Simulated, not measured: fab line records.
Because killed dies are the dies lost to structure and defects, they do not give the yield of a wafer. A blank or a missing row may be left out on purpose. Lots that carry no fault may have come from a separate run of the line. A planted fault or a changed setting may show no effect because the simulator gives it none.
Which tool was responsible? | flow gf180mcu | 39 wafers from 13 lots sampled at 4 of the route's 602 steps

== WHAT THE GAUGES READ, wafer by wafer ==
GF_STI_THK_MEAS_22. Usual: STI_OXIDATION_01_THK 14.89 nm, standard deviation 0.27.
lot  | measured    | on            | STI_OXIDATION_01_THK (nm) | flag
L812 | day 2 05:17 | film-metro-04 | 15.10 15.25 14.99         |
L813 | day 2 10:05 | film-metro-04 | 15.26 15.14 15.04         |
L816 | day 3 02:04 | film-metro-04 | 14.77 15.04 14.73         |
L817 | day 3 06:08 | film-metro-02 | 14.90 14.93 14.79         |
L818 | day 3 09:39 | film-metro-02 | 15.11 14.72 15.07         |
L825 | day 5 05:58 | film-metro-04 | 14.96 14.89 14.82         |
L828 | day 5 18:18 | film-metro-04 | 14.84 15.04 14.76         |
L829 | day 6 03:49 | film-metro-02 | 14.56 14.58 14.48         |
L831 | day 6 09:52 | film-metro-02 | 15.15 15.17 15.17         |
L832 | day 6 10:48 | film-metro-04 | 14.78 14.78 14.68         |
L833 | day 6 15:50 | film-metro-01 | 15.27 15.38 15.31         |
L834 | day 6 23:39 | film-metro-04 | 14.44 14.28 14.25         |
L835 | day 7 02:12 | film-metro-04 | 14.85 14.98 14.79         |

GF_POLY_GATE_CD_MEAS_10: target cd 280 nm. Usual: cd-nm at 280.2 nm, with a standard deviation of 1.1.
lot  | measured     | on        | cd-nm (nm)        | flag
L812 | day 9 04:52  | cd-sem-01 | 281.6 282.2 281.0 |
L813 | day 9 12:39  | cd-sem-01 | 279.8 279.8 279.6 |
L816 | day 10 11:11 | cd-sem-01 | 279.5 279.8 279.9 |
L817 | day 10 17:11 | cd-sem-01 | 276.5 280.1 277.8 |
L818 | day 10 21:49 | cd-sem-01 | 279.4 279.9 279.8 |
L825 | day 13 19:02 | cd-sem-02 | 265.4 265.7 265.4 | OFF
L828 | day 14 08:44 | cd-sem-01 | 282.0 282.1 281.2 |
L829 | day 14 22:42 | cd-sem-02 | 279.6 279.3 281.5 |
L831 | day 15 06:44 | cd-sem-01 | 281.1 280.0 281.4 |
L832 | day 15 06:21 | cd-sem-02 | 280.7 279.9 280.5 |
L833 | day 15 11:40 | cd-sem-02 | 280.9 280.9 279.7 |
L834 | day 16 03:43 | cd-sem-01 | 280.2 280.9 281.8 |
L835 | day 16 07:20 | cd-sem-02 | 279.6 278.8 279.9 |

GF_PSD_CD_MEAS_07: target cd 400 nm. Usual: cd-nm at 399.2 nm, with a standard deviation of 2.5.
lot  | measured     | on        | cd-nm (nm)        | flag
L812 | day 14 05:11 | cd-sem-02 | 401.7 399.0 397.8 |
L813 | day 14 12:59 | cd-sem-02 | 396.5 400.1 397.7 |
L816 | day 15 16:36 | cd-sem-01 | 401.2 399.3 400.0 |
L817 | day 15 22:56 | cd-sem-01 | 400.3 402.5 401.6 |
L818 | day 16 05:48 | cd-sem-02 | 394.0 395.2 398.1 |
L825 | day 19 20:12 | cd-sem-01 | 397.6 397.8 397.7 |
L828 | day 20 10:57 | cd-sem-01 | 397.8 397.4 394.4 |
L829 | day 21 03:39 | cd-sem-01 | 397.7 397.2 400.7 |
L831 | day 21 13:41 | cd-sem-01 | 398.2 399.0 396.4 |
L832 | day 21 10:32 | cd-sem-01 | 396.4 397.5 399.2 |
L833 | day 21 15:40 | cd-sem-01 | 400.6 400.2 400.5 |
L834 | day 22 06:49 | cd-sem-01 | 399.8 400.3 402.6 |
L835 | day 22 11:48 | cd-sem-02 | 396.9 397.6 396.4 |

== EACH LOT AND THE TOOL THAT RAN IT (in order: tool; ch and the chambers of the sampled wafers; start) ==
lot  | GF_POLY_GATE_EXPOSE_07
L812 | krf-scanner-02 ch 0, day 8 20:23
L813 | krf-scanner-02 ch 0, day 9 04:29
L816 | krf-scanner-01 ch 0, day 10 02:19
L817 | krf-scanner-02 ch 0, day 10 08:13
L818 | krf-scanner-02 ch 0, day 10 12:42
L825 | krf-scanner-01 ch 0, day 13 09:26
L828 | krf-scanner-02 ch 0, day 13 22:33
L829 | krf-scanner-01 ch 0, day 14 12:29
L831 | krf-scanner-02 ch 0, day 14 19:19
L832 | krf-scanner-01 ch 0, day 14 19:02
L833 | krf-scanner-01 ch 0, day 15 01:38
L834 | krf-scanner-01 ch 0, day 15 16:22
L835 | krf-scanner-02 ch 0, day 15 20:34
- GF_POLY_GATE_EXPOSE_07: exposes mask Poly2, target cd 280 nm.

== AS READ BY THE TOOLS THEMSELVES (means over the sampled wafers that have a number; for cases with no such wafer, the mark the record gives instead) ==
The record holds no such reading with a usual standard deviation.

== THE ANSWER, worked out from the rows above alone ==
Rule: lot off if the mean of its wafers having a number is beyond 3 standard deviations from the usual mean. A lot without any number at a reading at which 4 lots or more have one is off too. All remaining lots with rows at the step are treated as sound. The gauges are gone through in route order, then the tools' own readings, and for those a lot's mean is taken as printed above. At the first step where some lot is off, the reading lying furthest off is the one used; lots without a number count as furthest.
Off: L825 (GF_POLY_GATE_CD_MEAS_10, cd-nm).
If a tool, at a process step before that reading, ran all the lots that are off and no sound lot after the first of them, it fits. The gauges at GF_POLY_GATE_CD_MEAS_10 are tried like those tools. Not one of the candidates tried fits.

== WHAT WAS PUT IN BY THE SIMULATOR ==
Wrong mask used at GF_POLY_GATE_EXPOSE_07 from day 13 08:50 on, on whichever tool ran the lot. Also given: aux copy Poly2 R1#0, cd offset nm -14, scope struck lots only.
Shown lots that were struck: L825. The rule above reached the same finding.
